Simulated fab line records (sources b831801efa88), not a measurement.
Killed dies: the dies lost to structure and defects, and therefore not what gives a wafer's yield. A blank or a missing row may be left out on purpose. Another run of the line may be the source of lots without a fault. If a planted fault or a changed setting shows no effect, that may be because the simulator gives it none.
fab line records + flow sky130
record
- lots=12
- wafers=35
- last-day=50
route steps=708 shown DNWELL@44 VT_ADJUST_HVTP@93 VT_ADJUST_LVTN@104
lots with no fault: from the same line, run without faults
start-h: start of the lot's first displayed wafer, in hours after the record's first day + wait-h: how many hours have passed since the lot's step before this one + " as in the row above + L1.1+2: one row covering several wafers at once + - value missing, or start not given + * or withheld: withheld + < > ~ a bound
route shown NAME@n: names a module that has steps shown in the file, with the first one's number in the route + usual: mean/standard deviation of fault-free wafers + same: alike in all rows + chamber/n: place in a boat + sites: the reading at each site + _std_site: standard deviation of those values + _edge_site: outer sites' mean less inner sites' + radius-mm: how far each site lies from the wafer's centre + mask NAME#n: copy n + behind: tool/chamber where the wafer was last shaped + hold: reason for holding the lot/hours on hold/outcome of the hold + device: transistor that didn't switch, given as n, p or np + end of line: tests run on the same wafers once the route is complete + where a step has no rows: the recipe by itself + killed: not the wafer's yield, but the dies lost to structure and defects at the first sort + map: the dies of a wafer, with x for killed, . for not killed, _ for no die there
set.NAME: setting as actually run; set.NAME@STEP: the setting as run at that earlier step + model.NAME: the simulator's own value behind a step, which no gauge read
route steps across a sampled set of lots; one table per step, one row per wafer
services: the hour from which a tool's chamber was out of use, counted from the record's first day as start-h (under 0 if before that day), plus the number of hours and why
## steps
# step SKY_DNWELL_TW_MEAS_09
# usual
- DNWELL_TW=1115/8
| lot.wafer | tool          | chamber | start-h | wait-h | DNWELL_TW |
|-----------|---------------|---------|---------|--------|-----------|
| L499.1    | film-metro-04 | -       | 57.57   | 0.1    | 1102      |
| L499.4    | "             | -       | "       | "      | 1109      |
| L499.6    | "             | -       | "       | "      | 1103      |
| L500.1    | film-metro-04 | -       | 65.52   | 0.1    | 1099      |
| L500.3    | "             | -       | "       | "      | 1100      |
| L500.5    | "             | -       | "       | "      | 1099      |
| L503.2    | film-metro-02 | -       | 76.75   | 0.1    | 1114      |
| L503.3    | "             | -       | "       | "      | 1118      |
| L503.6    | "             | -       | "       | "      | 1111      |
| L510.1    | film-metro-04 | -       | 112.42  | 0.1    | 1121      |
| L510.6    | "             | -       | "       | "      | 1122      |
| L511.2    | film-metro-04 | -       | 118.48  | 0.1    | 1112      |
| L511.4    | "             | -       | "       | "      | 1114      |
| L511.6    | "             | -       | "       | "      | 1118      |
| L515.3    | film-metro-03 | -       | 139.79  | 0.1    | 1112      |
| L515.5    | "             | -       | "       | "      | 1118      |
| L515.6    | "             | -       | "       | "      | 1118      |
| L517.1    | film-metro-03 | -       | 147.87  | 0.1    | 1126      |
| L517.2    | "             | -       | "       | "      | 1115      |
| L517.6    | "             | -       | "       | "      | 1120      |
| L518.1    | film-metro-03 | -       | 153.94  | 0.1    | 1108      |
| L518.2    | "             | -       | "       | "      | 1118      |
| L518.6    | "             | -       | "       | "      | 1112      |
| L519.1    | film-metro-02 | -       | 158.87  | 0.1    | 1125      |
| L519.2    | "             | -       | "       | "      | 1126      |
| L519.5    | "             | -       | "       | "      | 1123      |
| L520.1    | film-metro-03 | -       | 167.14  | 0.1    | 1131      |
| L520.2    | "             | -       | "       | "      | 1124      |
| L520.5    | "             | -       | "       | "      | 1127      |
| L521.3    | film-metro-03 | -       | 172.61  | 0.1    | 1104      |
| L521.4    | "             | -       | "       | "      | 1108      |
| L521.6    | "             | -       | "       | "      | 1109      |
| L522.1    | film-metro-04 | -       | 176.59  | 0.1    | 1112      |
| L522.3    | "             | -       | "       | "      | 1114      |
| L522.5    | "             | -       | "       | "      | 1109      |
# step SKY_VT_ADJUST_HVTP_OVL_MEAS_08
# usual
- VT_ADJUST_HVTP_OVL=0.5/1.3
| lot.wafer | tool       | chamber | start-h | wait-h | VT_ADJUST_HVTP_OVL[nm] |
|-----------|------------|---------|---------|--------|------------------------|
| L499.1    | overlay-01 | -       | 130.49  | 0.1    | 1.2                    |
| L499.4    | "          | -       | "       | "      | 1.5                    |
| L499.6    | "          | -       | "       | "      | 2.8                    |
| L500.1    | overlay-02 | -       | 136.94  | 0.1    | 0.8                    |
| L500.3    | "          | -       | "       | "      | 1.0                    |
| L500.5    | "          | -       | "       | "      | 1.3                    |
| L503.2    | overlay-01 | -       | 151.22  | 0.1    | -1.0                   |
| L503.3    | "          | -       | "       | "      | -1.4                   |
| L503.6    | "          | -       | "       | "      | -0.2                   |
| L510.1    | overlay-01 | -       | 192.44  | 0.1    | 2.3                    |
| L510.6    | "          | -       | "       | "      | 0.9                    |
| L511.2    | overlay-02 | -       | 199.52  | 0.1    | 0.0                    |
| L511.4    | "          | -       | "       | "      | 1.8                    |
| L511.6    | "          | -       | "       | "      | -0.6                   |
| L515.3    | overlay-01 | -       | 222.21  | 0.1    | 0.6                    |
| L515.5    | "          | -       | "       | "      | 0.5                    |
| L515.6    | "          | -       | "       | "      | -1.3                   |
| L517.1    | overlay-01 | -       | 230.81  | 0.1    | 1.4                    |
| L517.2    | "          | -       | "       | "      | 2.1                    |
| L517.6    | "          | -       | "       | "      | 1.3                    |
| L518.1    | overlay-02 | -       | 242.76  | 0.1    | 0.9                    |
| L518.2    | "          | -       | "       | "      | 0.0                    |
| L518.6    | "          | -       | "       | "      | 0.6                    |
| L519.1    | overlay-01 | -       | 245.09  | 0.1    | 0.2                    |
| L519.2    | "          | -       | "       | "      | 0.7                    |
| L519.5    | "          | -       | "       | "      | -2.3                   |
| L520.1    | overlay-02 | -       | 251.36  | 0.1    | 2.2                    |
| L520.2    | "          | -       | "       | "      | 2.9                    |
| L520.5    | "          | -       | "       | "      | 1.6                    |
| L521.3    | overlay-01 | -       | 260.16  | 0.1    | 0.3                    |
| L521.4    | "          | -       | "       | "      | 1.1                    |
| L521.6    | "          | -       | "       | "      | 0.8                    |
| L522.1    | overlay-02 | -       | 268.34  | 0.1    | 0.7                    |
| L522.3    | "          | -       | "       | "      | 1.1                    |
| L522.5    | "          | -       | "       | "      | 1.8                    |
# step SKY_VT_ADJUST_LVTN_OVL_MEAS_07
# usual
- VT_ADJUST_LVTN_OVL=0.8/1.2
| lot.wafer | tool       | chamber | start-h | wait-h | VT_ADJUST_LVTN_OVL[nm] |
|-----------|------------|---------|---------|--------|------------------------|
| L499.1    | overlay-01 | -       | 149.99  | -      | 2.3                    |
| L499.4    | "          | -       | "       | "      | 1.6                    |
| L499.6    | "          | -       | "       | "      | 0.2                    |
| L500.1    | overlay-01 | -       | 155.84  | -      | 2.2                    |
| L500.3    | "          | -       | "       | "      | 1.0                    |
| L500.5    | "          | -       | "       | "      | -0.8                   |
| L503.2    | overlay-02 | -       | 171.08  | -      | -1.4                   |
| L503.3    | "          | -       | "       | "      | 0.5                    |
| L503.6    | "          | -       | "       | "      | 1.7                    |
| L510.1    | overlay-01 | -       | 212.79  | -      | 0.8                    |
| L510.6    | "          | -       | "       | "      | -0.8                   |
| L511.2    | overlay-02 | -       | 219.75  | -      | 3.9                    |
| L511.4    | "          | -       | "       | "      | 1.0                    |
| L511.6    | "          | -       | "       | "      | 1.5                    |
| L515.3    | overlay-01 | -       | 245.44  | -      | 1.8                    |
| L515.5    | "          | -       | "       | "      | 1.7                    |
| L515.6    | "          | -       | "       | "      | 1.0                    |
| L517.1    | overlay-02 | -       | 254.54  | -      | 0.6                    |
| L517.2    | "          | -       | "       | "      | -0.1                   |
| L517.6    | "          | -       | "       | "      | -0.2                   |
| L518.1    | overlay-01 | -       | 266.89  | -      | 0.0                    |
| L518.2    | "          | -       | "       | "      | -0.6                   |
| L518.6    | "          | -       | "       | "      | -0.7                   |
| L519.1    | overlay-02 | -       | 269.04  | -      | 1.7                    |
| L519.2    | "          | -       | "       | "      | -0.3                   |
| L519.5    | "          | -       | "       | "      | -0.7                   |
| L520.1    | overlay-01 | -       | 275.59  | -      | 0.8                    |
| L520.2    | "          | -       | "       | "      | 1.2                    |
| L520.5    | "          | -       | "       | "      | -0.4                   |
| L521.3    | overlay-01 | -       | 284.40  | -      | 1.1                    |
| L521.4    | "          | -       | "       | "      | 0.2                    |
| L521.6    | "          | -       | "       | "      | -0.3                   |
| L522.1    | overlay-01 | -       | 292.57  | -      | 0.6                    |
| L522.3    | "          | -       | "       | "      | -1.3                   |
| L522.5    | "          | -       | "       | "      | 0.3                    |
# step SKY_VT_ADJUST_LVTN_IMPLANT_19
# recipe
- species=B
- energy-kev=30
- dose-cm2=6.5e+11
- tilt-deg=withheld
# usual
- beam-on-s=10.01/0.2
- dose-ions-cm2=6.501e+11/6.9e+08
- faraday-current-uA=3.66/0.073
| lot.wafer | tool         | chamber | start-h | wait-h | beam-on-s | dose-ions-cm2 | faraday-current-uA |
|-----------|--------------|---------|---------|--------|-----------|---------------|--------------------|
| L499.1    | implanter-04 | 0       | 169.73  | 0.0    | 10.04     | 6.497e+11     | 3.66               |
| L499.4    | "            | 0       | "       | "      | 10.18     | 6.494e+11     | 3.62               |
| L499.6    | "            | 0       | "       | "      | 10.08     | 6.486e+11     | 3.63               |
| L500.1    | implanter-03 | 0       | 176.03  | 0.0    | 10.23     | 6.502e+11     | 3.59               |
| L500.3    | "            | 0       | "       | "      | 9.64      | 6.496e+11     | 3.78               |
| L500.5    | "            | 0       | "       | "      | 9.96      | 6.502e+11     | 3.69               |
| L503.2    | implanter-04 | 0       | 192.18  | 0.0    | 10.36     | 6.504e+11     | 3.55               |
| L503.3    | "            | 0       | "       | "      | 9.94      | 6.491e+11     | 3.67               |
| L503.6    | "            | 0       | "       | "      | 9.76      | 6.498e+11     | 3.75               |
| L510.1    | implanter-04 | 0       | 234.51  | 0.0    | 14.14     | 6.502e+11     | 2.60               |
| L510.6    | "            | 0       | "       | "      | 9.93      | 6.51e+11      | 3.69               |
| L511.2    | implanter-01 | 0       | 243.65  | 0.0    | 9.82      | 6.49e+11      | 3.71               |
| L511.4    | "            | 0       | "       | "      | 10.25     | 6.503e+11     | 3.57               |
| L511.6    | "            | 0       | "       | "      | 9.89      | 6.502e+11     | 3.71               |
| L515.3    | implanter-01 | 0       | 269.43  | 0.1    | 9.90      | 6.504e+11     | 3.69               |
| L515.5    | "            | 0       | "       | "      | 10.06     | 6.509e+11     | 3.64               |
| L515.6    | "            | 0       | "       | "      | 9.89      | 6.499e+11     | 3.70               |
| L517.1    | implanter-03 | 0       | 278.68  | 0.0    | 10.05     | 6.504e+11     | 3.65               |
| L517.2    | "            | 0       | "       | "      | 10.00     | 6.505e+11     | 3.68               |
| L517.6    | "            | 0       | "       | "      | 10.27     | 6.499e+11     | 3.56               |
| L518.1    | implanter-03 | 0       | 291.16  | 0.0    | 10.20     | 6.511e+11     | 3.57               |
| L518.2    | "            | 0       | "       | "      | 10.03     | 6.513e+11     | 3.67               |
| L518.6    | "            | 0       | "       | "      | 10.08     | 6.512e+11     | 3.64               |
| L519.1    | implanter-01 | 0       | 292.93  | 0.0    | 9.97      | 6.5e+11       | 3.68               |
| L519.2    | "            | 0       | "       | "      | 10.01     | 6.51e+11      | 3.65               |
| L519.5    | "            | 0       | "       | "      | 9.87      | 6.508e+11     | 3.73               |
| L520.1    | implanter-01 | 0       | 300.61  | 0.0    | 9.75      | 6.507e+11     | 3.76               |
| L520.2    | "            | 0       | "       | "      | 9.94      | 6.508e+11     | 3.69               |
| L520.5    | "            | 0       | "       | "      | 9.59      | 6.505e+11     | 3.81               |
| L521.3    | implanter-04 | 0       | 309.81  | 0.1    | 10.16     | 6.515e+11     | 3.61               |
| L521.4    | "            | 0       | "       | "      | 10.24     | 6.503e+11     | 3.59               |
| L521.6    | "            | 0       | "       | "      | 10.12     | 6.5e+11       | 3.62               |
| L522.1    | implanter-01 | 0       | 319.06  | 0.0    | 10.03     | 6.495e+11     | 3.67               |
| L522.3    | "            | 0       | "       | "      | 10.25     | 6.491e+11     | 3.58               |
| L522.5    | "            | 0       | "       | "      | 10.33     | 6.49e+11      | 3.55               |
# step SKY_VT_ADJUST_LVTN_TW_MEAS_21
# usual
- VT_ADJUST_LVTN_2_TW=188.6/1.4
| lot.wafer | tool          | chamber | start-h | wait-h | VT_ADJUST_LVTN_2_TW |
|-----------|---------------|---------|---------|--------|---------------------|
| L499.1    | film-metro-02 | -       | 169.98  | 0.1    | 188.7               |
| L499.4    | "             | -       | "       | "      | 188.4               |
| L499.6    | "             | -       | "       | "      | 189.7               |
| L500.1    | film-metro-01 | -       | 176.28  | 0.1    | 187.2               |
| L500.3    | "             | -       | "       | "      | 185.4               |
| L500.5    | "             | -       | "       | "      | 187.1               |
| L503.2    | film-metro-02 | -       | 192.42  | 0.1    | 188.0               |
| L503.3    | "             | -       | "       | "      | 187.8               |
| L503.6    | "             | -       | "       | "      | 188.1               |
| L510.1    | film-metro-03 | -       | 234.76  | 0.1    | 208.1               |
| L510.6    | "             | -       | "       | "      | 187.5               |
| L511.2    | film-metro-03 | -       | 243.89  | 0.1    | 189.3               |
| L511.4    | "             | -       | "       | "      | 188.1               |
| L511.6    | "             | -       | "       | "      | 189.2               |
| L515.3    | film-metro-02 | -       | 269.65  | 0.1    | 187.8               |
| L515.5    | "             | -       | "       | "      | 187.5               |
| L515.6    | "             | -       | "       | "      | 188.0               |
| L517.1    | film-metro-02 | -       | 278.93  | 0.1    | 189.0               |
| L517.2    | "             | -       | "       | "      | 188.8               |
| L517.6    | "             | -       | "       | "      | 188.7               |
| L518.1    | film-metro-01 | -       | 291.41  | 0.1    | 185.7               |
| L518.2    | "             | -       | "       | "      | 186.3               |
| L518.6    | "             | -       | "       | "      | 186.0               |
| L519.1    | film-metro-03 | -       | 293.18  | 0.1    | 192.5               |
| L519.2    | "             | -       | "       | "      | 191.0               |
| L519.5    | "             | -       | "       | "      | 191.3               |
| L520.1    | film-metro-02 | -       | 300.86  | 0.1    | 188.6               |
| L520.2    | "             | -       | "       | "      | 189.1               |
| L520.5    | "             | -       | "       | "      | 189.3               |
| L521.3    | film-metro-03 | -       | 310.03  | 0.1    | 191.1               |
| L521.4    | "             | -       | "       | "      | 190.8               |
| L521.6    | "             | -       | "       | "      | 190.4               |
| L522.1    | film-metro-02 | -       | 319.31  | 0.1    | 189.3               |
| L522.3    | "             | -       | "       | "      | 188.1               |
| L522.5    | "             | -       | "       | "      | 189.2               |
## services
| tool         | chamber | start-h | hours | kind   |
|--------------|---------|---------|-------|--------|
| implanter-03 | -       | 147.37  | 5.5   | repair |
| implanter-03 | -       | 190.62  | 6.8   | repair |
| implanter-01 | -       | 282.59  | 3.3   | pm     |
## key
first-sign
- step=SKY_VT_ADJUST_LVTN_IMPLANT_19
- reading=beam-on-s
- direction=up
- sigmas=21
- usual=10.01
- struck=14.14
effect
- step=SKY_VT_ADJUST_LVTN_IMPLANT_19
- reading=faraday-current-uA
- direction=down
- sigmas=15
- usual=3.66
- struck=2.60
effect
- step=SKY_VT_ADJUST_LVTN_TW_MEAS_21
- reading=VT_ADJUST_LVTN_2_TW
- direction=up
- sigmas=13
- usual=188.6
- struck=208.1
met-at SKY_VT_ADJUST_LVTN_IMPLANT_19
struck-lots L510
struck-wafers L510.1
tester-left-out L510
not-acting-at SKY_DNWELL_TW_MEAS_09,SKY_VT_ADJUST_HVTP_OVL_MEAS_08,SKY_VT_ADJUST_LVTN_OVL_MEAS_07
onset-between 192.18 234.51
fault
- kind=process-parameter-drift
- tool=implanter-04
- chamber=-
- onset-h=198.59
- steps=SKY_VT_ADJUST_LVTN_IMPLANT_19
- channel=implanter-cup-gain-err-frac
- offset=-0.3
- shape=step
- end-h=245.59
- scope=struck-wafers-only
# tester-left-out: of these lots the tester's yield and bins aren't shown, on N5 and GAA mostly nor the transistor test; their killed dies are dies lost to structure and defects alone, not to doping, threshold or leakage, so they don't give the yield
